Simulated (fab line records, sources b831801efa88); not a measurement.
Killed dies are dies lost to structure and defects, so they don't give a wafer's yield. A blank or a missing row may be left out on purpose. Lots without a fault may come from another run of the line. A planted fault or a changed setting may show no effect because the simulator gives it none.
Which tool did it? | flow sky130 | 11 lots, 33 wafers sampled, at 6 steps of a route of 708

WHAT THE GAUGES READ, wafer by wafer
SKY_POLY_CUT_CD_MEAS_08: target cd 270 nm.
lot  | measured     | on        | cd_nm (nm)
L612 | day 26 05:41 | cd_sem-01 | 270.8 270.5 270.8
L616 | day 27 04:56 | cd_sem-01 | 267.9 266.2 266.5
L615 | day 27 05:08 | cd_sem-01 | 271.5 271.4 271.9
L618 | day 27 08:29 | cd_sem-02 | 271.4 270.9 271.4
L617 | day 27 09:48 | cd_sem-01 | 270.8 270.7 271.4
L619 | day 27 23:32 | cd_sem-01 | 268.6 268.5 267.8
L620 | day 28 03:47 | cd_sem-02 | 269.9 271.5 269.5
L625 | day 29 16:40 | cd_sem-02 | 268.7 269.0 269.0
L626 | day 30 03:16 | cd_sem-01 | 271.9 271.6 272.0
L627 | day 31 00:55 | cd_sem-01 | 270.6 269.7 269.8
L628 | day 31 11:15 | cd_sem-01 | 273.8 273.2 273.1

SKY_SD_P_OVL_MEAS_08.
lot  | measured     | on         | SD_P_OVL (nm)
L612 | day 27 10:40 | overlay-02 | 0.8 0.5 0.7
L616 | day 28 09:10 | overlay-02 | 1.8 0.8 1.3
L615 | day 28 09:54 | overlay-01 | -0.1 1.6 0.8
L618 | day 28 12:40 | overlay-02 | -1.5 -0.4 -1.7
L617 | day 28 13:43 | overlay-02 | -0.7 -1.0 -1.3
L619 | day 29 04:43 | overlay-02 | 1.3 -0.8 -0.8
L620 | day 29 08:06 | overlay-02 | 2.4 -2.1 1.5
L625 | day 30 20:20 | overlay-01 | 1.8 0.1 1.7
L626 | day 31 07:49 | overlay-02 | -3.6 -2.1 -1.7
L627 | day 32 05:17 | overlay-02 | -0.2 -0.1 0.1
L628 | day 32 14:22 | overlay-02 | 0.5 0.2 0.5

SKY_SD_N_TW_MEAS_12.
lot  | measured     | on            | SD_N_TW
L612 | day 29 20:00 | film_metro-02 | 3988 3984 3981
L616 | day 30 18:00 | film_metro-01 | 4015 3989 3988
L615 | day 30 19:33 | film_metro-01 | 3983 3998 4005
L618 | day 30 21:25 | film_metro-03 | 3957 3954 3978
L617 | day 30 22:31 | film_metro-03 | 3989 3982 3985
L619 | day 31 11:54 | film_metro-01 | 4041 4015 4034
L620 | day 31 15:53 | film_metro-02 | 3982 4008 3988
L625 | day 33 03:28 | film_metro-03 | 4415 4433 4407
L626 | day 33 13:40 | film_metro-03 | 4429 4425 4432
L627 | day 34 11:39 | film_metro-01 | 4488 4477 4494
L628 | day 34 19:50 | film_metro-01 | 4491 4481 4518

SKY_SD_N_RS_MEAS_16: measures by four-point-probe.
lot  | measured     | on            | SD_N_RS (ohm/sq)
L612 | day 29 20:17 | film_metro-03 | 68.49 68.57 68.34
L616 | day 30 18:17 | film_metro-03 | 68.53 68.55 68.46
L615 | day 30 19:50 | film_metro-02 | 68.66 68.76 68.53
L618 | day 30 21:41 | film_metro-01 | 68.52 68.44 68.48
L617 | day 30 22:49 | film_metro-02 | 68.72 68.47 68.65
L619 | day 31 12:11 | film_metro-01 | 68.56 68.50 68.58
L620 | day 31 16:10 | film_metro-03 | 68.53 68.49 68.57
L625 | day 33 03:47 | film_metro-02 | 30.64 30.64 30.73
L626 | day 33 13:57 | film_metro-01 | 30.76 30.69 30.70
L627 | day 34 11:58 | film_metro-03 | 30.60 30.61 30.55
L628 | day 34 20:08 | film_metro-03 | 30.64 30.62 30.61

WHICH TOOL RAN EACH LOT (tool, then ch and the chambers of the sampled wafers, then the start)
lot  | SKY_SD_N_IMPLANT_09             | SKY_SD_N_STRIP_11
L612 | implanter-03 ch 0, day 29 19:36 | plasma_asher-03 ch 0, day 29 19:54
L616 | implanter-04 ch 0, day 30 17:36 | plasma_asher-03 ch 0,1, day 30 17:54
L615 | implanter-03 ch 0, day 30 19:09 | plasma_asher-03 ch 0,1, day 30 19:27
L618 | implanter-03 ch 0, day 30 21:01 | plasma_asher-03 ch 0,1, day 30 21:19
L617 | implanter-01 ch 0, day 30 22:08 | plasma_asher-03 ch 0,1, day 30 22:24
L619 | implanter-04 ch 0, day 31 11:30 | plasma_asher-01 ch 0,1, day 31 11:48
L620 | implanter-03 ch 0, day 31 15:29 | plasma_asher-01 ch 0,1, day 31 15:47
L625 | implanter-04 ch 0, day 33 03:07 | plasma_asher-02 ch 0,1, day 33 03:22
L626 | implanter-04 ch 0, day 33 13:16 | plasma_asher-01 ch 0,1, day 33 13:33
L627 | implanter-03 ch 0, day 34 11:17 | plasma_asher-02 ch 0,1, day 34 11:34
L628 | implanter-01 ch 0, day 34 19:28 | plasma_asher-02 ch 0,1, day 34 19:44
- SKY_SD_N_IMPLANT_09
- SKY_SD_N_STRIP_11: strips in O2/N2.

WHAT THE TOOLS THEMSELVES READ (means of the sampled wafers that have a number; where no wafer has one, the mark that the record gives instead)
SKY_SD_N_STRIP_11.
lot  | tool            | drypump_motor_current_A (A) | oes_product_au (a.u.) | strip_time_to_endpoint_s (s)
L612 | plasma_asher-03 | 6.2                         | 0.528                 | 22.52
L616 | plasma_asher-03 | 6.1                         | 0.529                 | 22.52
L615 | plasma_asher-03 | 5.9                         | 0.531                 | 22.46
L618 | plasma_asher-03 | 6.1                         | 0.530                 | 22.53
L617 | plasma_asher-03 | 6.1                         | 0.531                 | 22.55
L619 | plasma_asher-01 | 5.7                         | 0.527                 | 22.48
L620 | plasma_asher-01 | 5.8                         | 0.529                 | 22.51
L625 | plasma_asher-02 | 5.6                         | 0.494                 | 25.12
L626 | plasma_asher-01 | 5.7                         | 0.496                 | 25.07
L627 | plasma_asher-02 | 5.4                         | 0.496                 | 25.20
L628 | plasma_asher-02 | 5.7                         | 0.492                 | 25.11

THE ANSWER, worked out from the rows above alone
Rule: what is usual is taken from the lots themselves. Put in order of their means at a reading, lots are off if they are a third of the lots or fewer, leave a main group of 4 or more, and stand apart from it by a gap of 3 or more times the standard deviation of the main group's means; of several such gaps the widest counts. A main group whose means are all the same, to the digits that the tables above print for the reading, isn't used. A lot without any number at a reading at which 4 lots or more have one is off too. The other lots that the step has rows for count as sound. The gauges are gone through in route order, then the tools' own readings, and for those a lot's mean is taken as printed above. The first step at which some lot is off is used, and at that step the reading that is off furthest; a lot without a number counts as furthest.
No lot is off at any reading shown: from this, nothing can be told.

WHAT THE SIMULATOR HAD PUT IN
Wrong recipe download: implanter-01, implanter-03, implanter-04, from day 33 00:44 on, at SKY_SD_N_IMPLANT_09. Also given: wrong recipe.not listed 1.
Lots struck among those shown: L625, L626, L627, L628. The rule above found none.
